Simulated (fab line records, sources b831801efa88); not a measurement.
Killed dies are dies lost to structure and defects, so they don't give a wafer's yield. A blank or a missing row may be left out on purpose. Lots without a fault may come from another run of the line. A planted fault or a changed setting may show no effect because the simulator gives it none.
fab line records | flow sky130
record lots=13 wafers=39 last_day=50
route steps=708 shown RES_PROTECT@209 LOCAL_INTERCONNECT@387 METAL1@437
lots that met no fault: from a run of the same line without faults
start_h: hours from the record's first day to the start of the lot's first wafer shown | wait_h: hours since the lot's step before | " the same as in the row above | L1.1+2: a row that stands for several wafers | - no value, or no start given | * or withheld: withheld | < > ~ a bound
route shown NAME@n: a module of which the file shows steps, and the number in the route of the first | usual: mean/standard deviation of fault-free wafers | same: alike in all rows | chamber/n: place in a boat | sites: the reading at each site | _std_site: their standard deviation | _edge_site: outer sites' mean less inner sites' | radius_mm: how far each site lies from the wafer's centre | mask NAME#n: copy n | behind: the tool/chamber that last shaped the wafer | hold: why the lot was held/for how many hours/how that ended | device: the transistor (n, p or np) that didn't switch | end of line: the same wafers' tests at the end of the route | a step without rows: its recipe alone | killed: dies lost to structure and defects at the first sort, not the wafer's yield | map: a wafer's dies, x killed, . not, _ none there
set.NAME: the setting as run; set.NAME@STEP: as run at that earlier step | model.NAME: the simulator's own value behind a step, which no gauge read
steps of the route over a sample of lots; a table a step, a row a wafer
services: from which hour (start_h, from the record's first day; less than 0 if before it) a tool's chamber was out of use, for how many hours, and why
## steps
# step SKY_RES_PROTECT_SOFTBAKE_03
# recipe temp_c=90 time_s=60 resist=NOVOLAK
# usual heater_power_total_W=56.60/0.049 run_length_s=89.27/0.22
# columns lot.wafer tool chamber start_h wait_h heater_power_total_W run_length_s
L290.2 litho_track-02 0 334.81 0.1 56.56 89.04
L290.3 " 0 " " 56.59 89.27
L290.6 " 0 " " 56.63 88.91
L293.2 litho_track-04 0 354.39 0.1 56.53 89.30
L293.5 " 0 " " 56.62 89.36
L293.6 " 0 " " 56.62 89.39
L294.1 litho_track-04 0 382.61 0.1 56.58 89.60
L294.3 " 0 " " 56.59 89.36
L294.6 " 0 " " 56.53 89.45
L296.2 litho_track-03 0 386.81 0.1 56.58 89.41
L296.4 " 0 " " 56.63 89.48
L296.5 " 0 " " 56.63 89.61
L300.1 litho_track-04 0 413.11 0.1 60.61 78.07
L300.3 " 0 " " 60.65 77.63
L300.4 " 0 " " 60.68 77.69
L302.2 litho_track-04 0 434.34 0.1 60.70 77.65
L302.5 " 0 " " 60.62 77.88
L302.6 " 0 " " 60.62 77.77
L306.1 litho_track-02 0 479.94 0.1 56.57 89.06
L306.2 " 0 " " 56.60 89.24
L306.4 " 0 " " 56.55 89.22
L307.1 litho_track-03 0 484.38 0.1 56.56 89.27
L307.3 " 0 " " 56.53 89.49
L307.5 " 0 " " 56.57 89.53
L308.3 litho_track-03 0 487.83 0.1 56.60 89.34
L308.4 " 0 " " 56.54 89.37
L308.6 " 0 " " 56.61 89.55
L309.1 litho_track-02 0 508.04 0.1 56.64 88.94
L309.5 " 0 " " 56.58 89.05
L309.6 " 0 " " 56.52 89.02
L310.1 litho_track-04 0 521.01 0.1 56.61 89.33
L310.2 " 0 " " 56.55 89.41
L310.4 " 0 " " 56.66 89.55
L312.2 litho_track-03 0 525.06 0.1 56.58 89.36
L312.3 " 0 " " 56.64 89.51
L312.6 " 0 " " 56.49 89.30
L311.1 litho_track-04 0 527.81 0.1 56.60 89.68
L311.2 " 0 " " 56.65 89.57
L311.3 " 0 " " 56.59 89.39
# step SKY_LOCAL_INTERCONNECT_SPUTTER_00
# recipe material=TiN target_thk_nm=100 temp_c=300 power_w=6500 time_s=83.3 chamber_pressure_pa=0.4
# usual cathode_dc_power_W=6500.2/1.2 throttle_valve_pct=29.9/1
# columns lot.wafer tool chamber start_h wait_h cathode_dc_power_W throttle_valve_pct
L290.2 pvd_sputter-03 - 681.47 0.1 6500.7 30.3
L290.3 " - " " 6500.5 28.3
L290.6 " - " " 6502.0 29.9
L293.2 pvd_sputter-04 - 727.43 0.2 6499.2 30.6
L293.5 " - " " 6500.8 30.8
L293.6 " - " " 6501.4 29.4
L294.1 pvd_sputter-04 - 733.80 0.2 6498.6 28.8
L294.3 " - " " 6498.9 29.3
L294.6 " - " " 6500.2 28.8
L296.2 pvd_sputter-03 - 735.38 0.1 6500.9 30.2
L296.4 " - " " 6499.6 28.1
L296.5 " - " " 6502.1 28.3
L300.1 pvd_sputter-04 - 759.88 0.1 6498.6 29.0
L300.3 " - " " 6501.0 29.7
L300.4 " - " " 6499.1 29.0
L302.2 pvd_sputter-02 - 777.27 0.2 6501.7 30.0
L302.5 " - " " 6498.8 29.8
L302.6 " - " " 6500.0 32.5
L306.1 pvd_sputter-03 - 819.13 0.1 6500.2 29.1
L306.2 " - " " 6499.6 30.2
L306.4 " - " " 6498.1 28.1
L307.1 pvd_sputter-03 - 822.33 0.1 6500.3 30.2
L307.3 " - " " 6498.7 28.8
L307.5 " - " " 6500.9 29.1
L308.3 pvd_sputter-02 - 826.28 0.1 6497.8 30.0
L308.4 " - " " 6500.8 29.6
L308.6 " - " " 6501.0 30.0
L309.1 pvd_sputter-02 - 844.41 0.1 6498.7 30.2
L309.5 " - " " 6500.2 30.2
L309.6 " - " " 6500.7 30.1
L310.1 pvd_sputter-03 - 854.31 0.1 6500.8 30.2
L310.2 " - " " 6499.4 28.2
L310.4 " - " " 6500.5 30.4
L312.2 pvd_sputter-02 - 855.58 0.2 6501.6 30.1
L312.3 " - " " 6501.2 32.2
L312.6 " - " " 6501.8 30.0
L311.1 pvd_sputter-02 - 860.23 0.2 6499.7 30.6
L311.2 " - " " 6499.6 30.0
L311.3 " - " " 6501.1 30.0
# step SKY_METAL1_SPUTTER_03
# recipe material=Ti target_thk_nm=5 power_w=3000 time_s=3.3 chamber_pressure_pa=0.4
# usual cathode_dc_power_W=3000.0/0.55 throttle_valve_pct=30.0/0.92
# columns lot.wafer tool chamber start_h wait_h cathode_dc_power_W throttle_valve_pct
L290.2 pvd_sputter-02 - 740.26 0.0 3000.1 30.2
L290.3 " - " " 3000.0 30.1
L290.6 " - " " 2999.5 29.9
L293.2 pvd_sputter-01 - 784.14 0.0 2999.7 29.8
L293.5 " - " " 2999.2 29.8
L293.6 " - " " 2999.9 30.5
L294.1 pvd_sputter-04 - 790.98 0.0 2999.7 29.3
L294.3 " - " " 3000.8 29.7
L294.6 " - " " 2999.6 29.5
L296.2 pvd_sputter-04 - 792.89 0.0 3000.9 30.4
L296.4 " - " " 3001.1 28.5
L296.5 " - " " 3001.0 29.0
L300.1 pvd_sputter-01 - 816.30 0.0 3000.5 29.1
L300.3 " - " " 3000.4 29.5
L300.4 " - " " 3000.7 30.7
L302.2 pvd_sputter-04 - 832.62 0.0 2999.5 28.7
L302.5 " - " " 2999.6 30.5
L302.6 " - " " 3000.4 29.5
L306.1 pvd_sputter-04 - 873.93 0.0 3000.0 29.1
L306.2 " - " " 2999.9 28.9
L306.4 " - " " 3000.3 30.5
L307.1 pvd_sputter-01 - 877.66 0.0 3000.2 30.5
L307.3 " - " " 3000.4 29.4
L307.5 " - " " 3000.6 30.4
L308.3 pvd_sputter-04 - 880.63 0.0 2999.7 28.9
L308.4 " - " " 3000.5 29.2
L308.6 " - " " 3000.3 30.5
L309.1 pvd_sputter-02 - 898.75 0.0 2999.5 30.3
L309.5 " - " " 2999.4 32.1
L309.6 " - " " 3000.3 30.1
L310.1 pvd_sputter-02 - 909.89 0.0 3000.3 29.8
L310.2 " - " " 2999.9 29.9
L310.4 " - " " 3000.1 30.1
L312.2 pvd_sputter-04 - 910.07 0.0 3000.1 29.1
L312.3 " - " " 3000.4 28.7
L312.6 " - " " 3000.4 28.8
L311.1 pvd_sputter-02 - 914.86 0.0 2999.8 30.1
L311.2 " - " " 3000.2 29.9
L311.3 " - " " 2999.7 32.3
# step SKY_METAL1_DESCUM_17
# recipe chemistry=O2 source_power_w=150 bias_power_w=0 pressure_mtorr=10 temp_c=40 time_s=8
# usual drypump_motor_current_A=5.5/0.31 oes_product_au=1.001/0.0075
# columns lot.wafer tool chamber start_h wait_h drypump_motor_current_A oes_product_au rf_hours_counter_h
L290.2 rie_metal-02 1 767.78 0.0 5.2 1.002 5
L290.3 " 1 " " 5.2 1.002 -
L290.6 " 1 " " 5.2 0.996 -
L293.2 rie_metal-02 0 810.74 0.0 6.0 1.013 9
L293.5 " 0 " " 6.0 1.011 -
L293.6 " 1 " " 5.2 1.001 -
L294.1 rie_metal-01 1 817.54 0.0 5.8 0.998 8
L294.3 " 1 " " 5.8 0.992 -
L294.6 " 1 " " 5.7 0.994 -
L296.2 rie_metal-01 1 819.89 0.0 5.8 1.005 8
L296.4 " 1 " " 5.8 1.005 -
L296.5 " 1 " " 5.8 1.000 -
L300.1 rie_metal-01 1 842.28 0.0 5.7 1.001 9
L300.3 " 1 " " 5.8 1.001 -
L300.4 " 0 " " 5.2 0.996 -
L302.2 rie_metal-03 0 858.54 0.0 5.6 0.994 16
L302.5 " 0 " " 5.6 1.003 -
L302.6 " 1 " " 5.3 1.000 -
L306.1 rie_metal-02 0 899.53 0.0 6.0 1.019 13
L306.2 " 1 " " 5.2 1.013 11
L306.4 " 1 " " 5.2 1.004 -
L307.1 rie_metal-03 1 903.44 0.0 5.3 0.998 11
L307.3 " 0 " " 5.6 1.006 -
L307.5 " 1 " " 5.3 0.992 -
L308.3 rie_metal-03 1 905.79 0.0 5.3 0.985 -
L308.4 " 0 " " 5.6 1.007 -
L308.6 " 1 " " 5.3 0.990 -
L309.1 rie_metal-02 0 923.98 0.0 6.0 1.012 14
L309.5 " 0 " " 6.0 1.013 -
L309.6 " 1 " " 5.2 0.994 -
L310.1 rie_metal-03 1 934.19 0.0 5.3 0.989 12
L310.2 " 0 " " 5.6 0.995 18
L310.4 " 0 " " 5.6 0.999 -
L312.2 rie_metal-01 1 935.14 0.0 5.8 0.993 13
L312.3 " 1 " " 5.8 0.991 -
L312.6 " 0 " " 5.2 0.992 -
L311.1 rie_metal-03 1 939.18 0.0 5.3 0.993 12
L311.2 " 1 " " 5.3 1.000 -
L311.3 " 1 " " 5.3 0.992 -
## services
# columns tool chamber start_h hours kind
rie_metal-02 1 380.36 9.2 repair
pvd_sputter-03 - 417.90 0.9 repair
pvd_sputter-03 - 437.96 1.6 repair
pvd_sputter-04 - 451.94 2.1 repair
pvd_sputter-04 - 475.88 4.2 repair
pvd_sputter-03 - 505.22 0.7 repair
pvd_sputter-02 - 527.83 2.9 repair
rie_metal-03 - 551.57 1.4 pm
pvd_sputter-02 - 560.26 6.5 repair
rie_metal-03 - 574.73 0.2 repair
pvd_sputter-03 - 577.91 22.3 repair
pvd_sputter-03 - 580.20 8.0 repair
pvd_sputter-03 - 580.41 2.9 repair
rie_metal-03 1 584.08 1.4 repair
pvd_sputter-04 - 606.42 3.9 repair
pvd_sputter-04 - 628.62 1.8 repair
pvd_sputter-04 - 635.10 2.6 repair
pvd_sputter-03 - 635.81 1.5 repair
pvd_sputter-04 - 658.45 0.5 repair
pvd_sputter-03 - 668.08 0.8 repair
pvd_sputter-03 - 708.01 8.3 repair
pvd_sputter-02 - 828.11 2.0 repair
pvd_sputter-02 - 880.78 6.8 repair
rie_metal-03 - 911.09 14.6 pm
## key
first_sign step=SKY_RES_PROTECT_SOFTBAKE_03 reading=heater_power_total_W direction=up sigmas=82 usual=* struck=*
effect step=SKY_RES_PROTECT_SOFTBAKE_03 reading=run_length_s direction=down sigmas=53 usual=* struck=*
met_at SKY_RES_PROTECT_SOFTBAKE_03
struck_lots L300,L302
tester_left_out L300,L302
not_acting_at SKY_LOCAL_INTERCONNECT_SPUTTER_00,SKY_METAL1_SPUTTER_03,SKY_METAL1_DESCUM_17
onset_between 382.61 413.11
fault kind=process_parameter_drift tool=litho_track-04 chamber=- onset_h=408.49 steps=SKY_RES_PROTECT_SOFTBAKE_03 channel=time_s offset=* shape=step end_h=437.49 acts_in=* stated=*
# tester_left_out: of these lots the tester's yield and bins aren't shown, on N5 and GAA mostly nor the transistor test; their killed dies are dies lost to structure and defects alone, not to doping, threshold or leakage, so they don't give the yield
